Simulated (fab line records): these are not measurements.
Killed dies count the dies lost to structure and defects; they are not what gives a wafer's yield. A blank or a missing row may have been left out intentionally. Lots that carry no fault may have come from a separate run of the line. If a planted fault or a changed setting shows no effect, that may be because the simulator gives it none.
Comparing a struck lot with a sound one + flow gf180mcu + 22 out of 602 route steps
Sound: wafers L270.1, L270.2, L270.5. Wafers struck: L273.2, L273.4, L273.5. The cause comes at the end.
Per side, at each step with rows, come the tool, then ch with its chambers, and then its first start. Under that, the readings that differ: sound wafers + struck wafers + difference of the means + sigmas: that difference in standard deviations of wafers without a fault.
alike: readings with means less than 2 such deviations apart, plus words and numbers identical on both sides. not compared: withheld readings, readings lacking a value on some wafer, bounds such as >300 that could conceal the same value, and numbers that have no deviation in the record and whose values overlap.
Wherever a step has rows on one side only, a row that says differs or no value, or a row with sigmas, the two part there. Numbers that have no deviation but don't overlap get no sigmas and don't part them. A reading missing from all wafers of one side parts the sides only when that side holds two or more wafers.

first, 3 steps without rows for these wafers: GF_M2_STRIP_18 (strips in post etch residue remover, time 1200 s); GF_M2_CLEAN_19 (cleans in DIW); GF_V2_CVD_00 (deposits SiO2, target thk 600 nm, time 100 s).
GF_V2_THK_MEAS_01:
  sound on film metro-03 at day 23 04:34; struck on film metro-03 at day 24 10:17
  alike: V2_CVD_00_THK
GF_V2_CVD_02: deposits SiO2 from TEOS, target thk 850 nm, time 94.851 s.
  sound on pecvd-03 ch 1,2, day 23 04:38; struck on pecvd-04 ch 0,1,2, day 24 10:20
  alike: heater power w, susceptor temp C
GF_V2_THK_MEAS_03:
  sound on film metro-03 at day 23 04:42; struck on film metro-02 at day 24 10:25
  alike: V2_CVD_02_THK
GF_V2_CMP_04: polishes SiO2.
  sound on cmp-01 ch 2,3, day 23 04:49; struck on cmp-01 ch 0,2, day 24 10:28
  alike: motor current A, retaining ring pressure frac, time to endpoint s
GF_V2_BOW_MEAS_05:
  sound on film metro-03 at day 23 05:04; struck on film metro-01 at day 24 10:47
  alike: V2_BOW
then, 4 steps without rows for these wafers: GF_V2_DEHYDRATE_06 (time 60 s); GF_V2_HMDS_07 (prime time 60 s); GF_V2_COAT_08; GF_V2_COAT_09 (resist thk 1000 nm).
GF_V2_SOFTBAKE_10: time 60 s.
  sound on litho track-02 ch 0, day 23 16:00; struck on litho track-02 ch 0, day 24 21:00
| reading                             | sound                | struck               | difference | sigmas      |
|-------------------------------------|----------------------|----------------------|------------|-------------|
| heater power total W (W)            | 93.05 93.01 93.09    | 102.58 102.64 102.72 | +9.60      | +99 or more |
| plate temp C (C)                    | 130.01 129.73 130.10 | 140.10 140.31 140.37 | +10.31     | +79         |
| model.KrF_of_V2_COAT_09.thk nm (nm) | 1002 1002 1002       | 991.2 987.8 986.2    | -13.6      |             |
then, 2 steps without rows for these wafers: GF_V2_EXPOSE_11 (exposes mask Via2, target cd 260 nm); GF_V2_PEB_12 (peb time 90 s).
GF_V2_DEVELOP_13: develop time 60 s.
  sound on litho track-01 ch 0, day 24 03:11; struck on litho track-04 ch 0, day 25 08:34
| reading                             | sound             | struck          | difference | sigmas |
|-------------------------------------|-------------------|-----------------|------------|--------|
| model.KrF_of_V2_COAT_09.thk nm (nm) | 987.4 987.2 987.3 | 976.4 973 971.4 | -13.7      |        |
GF_V2_CD_MEAS_14 targets a cd of 260 nm.
  sound on cd sem-02 at day 24 03:20; struck on cd sem-01 at day 25 08:43
| reading    | sound             | struck            | difference | sigmas |
|------------|-------------------|-------------------|------------|--------|
| cd nm (nm) | 256.3 257.2 256.8 | 286.4 286.0 287.2 | +29.8      | +23    |
GF_V2_OVL_MEAS_15:
  sound on overlay-02 at day 24 03:27; struck on overlay-01 at day 25 08:49
  alike: V2_OVL
GF_V2_ETCH_16: etches BARC in N2/H2.
  sound on rie diel-04 ch 0,2,3, day 24 03:29; struck on rie diel-01 ch 1,2,3, day 25 08:51
| reading             | sound           | struck          | difference | sigmas |
|---------------------|-----------------|-----------------|------------|--------|
| model.V2.cd nm (nm) | 256.9 256.8 257 | 287 286.1 287.9 | +30        |        |
  alike: bias w, drypump motor current A, oes product au, throttle valve pct
GF_V2_ETCH_17: etches SiO2 in C4F8/O2/Ar, stops on TiN, target depth 630 nm.
  sound: rie diel-04 ch 0,2,3; struck: rie diel-01 ch 1,2,3
| reading             | sound         | struck            | difference | sigmas |
|---------------------|---------------|-------------------|------------|--------|
| model.V2.cd nm (nm) | 257.9 257 256 | 286.7 285.4 287.7 | +29.6      |        |
  alike: bias w, oes product au
GF_V2_STRIP_18: strips in O2/N2.
  sound on plasma asher-02 ch 0,1, day 24 03:37; struck on plasma asher-01 ch 0,1, day 25 08:59
| reading            | sound       | struck      | difference | sigmas |
|--------------------|-------------|-------------|------------|--------|
| heater power w (W) | 325 316 325 | 300 280 291 | -32        | -2     |
  alike: drypump motor current A, o2 flow sccm, oes product au
  not compared: rf hours counter h
-- the record jumps here: 8 days lie between the struck wafers' starts before and after (it left off in module V2 and takes up again in module PASSIVATION, whose first step shown is number 602 of the route) --
GF_PASSIVATION_PROBE_99:
  sound on prober-02 at day 32 01:21; struck on prober-01 at day 33 02:09
| reading                       | sound            | struck            | difference | sigmas |
|-------------------------------|------------------|-------------------|------------|--------|
| model.etest.via2 chain.rc ohm | 6.382 6.712 6.41 | 5.419 5.181 5.426 | -1.159     |        |

== WHERE THEY PART ==
Earliest at GF_V2_SOFTBAKE_10; latest, in this record, at GF_V2_STRIP_18.

WHY: whatever the simulator had introduced
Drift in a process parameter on litho track-02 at GF_V2_SOFTBAKE_10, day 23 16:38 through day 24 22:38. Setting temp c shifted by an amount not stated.
